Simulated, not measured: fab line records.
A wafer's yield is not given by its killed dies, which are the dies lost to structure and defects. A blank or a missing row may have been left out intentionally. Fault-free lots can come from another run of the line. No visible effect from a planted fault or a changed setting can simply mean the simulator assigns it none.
Chamber matching	flow gf180mcu	GF_V5_CMP_04 on cmp-02: 4 sister chambers
The step polishes SiO2. 8 wafers are shown with their chamber, then 9 later ones without.

WAFERS, EACH WITH ITS CHAMBER
wafer	chamber	motorCurrentA (A)	edgeZonePressureFrac
L891.1	0	11.7	1.001
L895.5	0	11.8	0.992
L897.2	2	14.5	0.995
L897.3	3	12.7	0.996
L897.5	1	14.4	1.001
L900.2	1	14.2	0.999
L900.3	3	12.4	0.993
L900.6	2	13.9	1.005

WAFERS MISSING THEIR CHAMBER
wafer	motorCurrentA (A)	edgeZonePressureFrac
L902.1	11.3	0.993
L902.2	11.9	1.003
L902.4	13.8	0.994
L912.3	11.5	0.995
L912.4	13.8	0.993
L912.5	11.4	1.002
L913.1	11.4	1.003
L913.3	11.7	1.000
L913.6	14.3	0.987

CHAMBER TAKEN BY EACH
wafer	from the rows above	in truth
L902.1	0	0
L902.2	can't be placed: 0 or 3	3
L902.4	can't be placed: 2 or 1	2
L912.3	0	0
L912.4	can't be placed: 2 or 1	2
L912.5	0	0
L913.1	0	0
L913.3	0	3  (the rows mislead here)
L913.6	can't be placed: 1 or 2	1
4 of 9 placed correctly. Cannot be placed on the basis of these rows: 4; the candidates contain the true chamber in 4. Number placed wrongly: 1.
How it was worked out, from the rows above alone: a wafer's distance from a chamber is the root of the sum, over the readings, of the square of ((its reading less the chamber's mean) divided by the reading's scatter). If the next closest chamber is less than 2 further off than the closest, the wafer can't be placed; otherwise it belongs to the closest. Each chamber's mean is taken over the wafers shown for it. How the scatter is found: for the shown wafers, subtract from each reading the mean of its chamber, square and add these, divide the total by (wafers less chambers), then take the root.
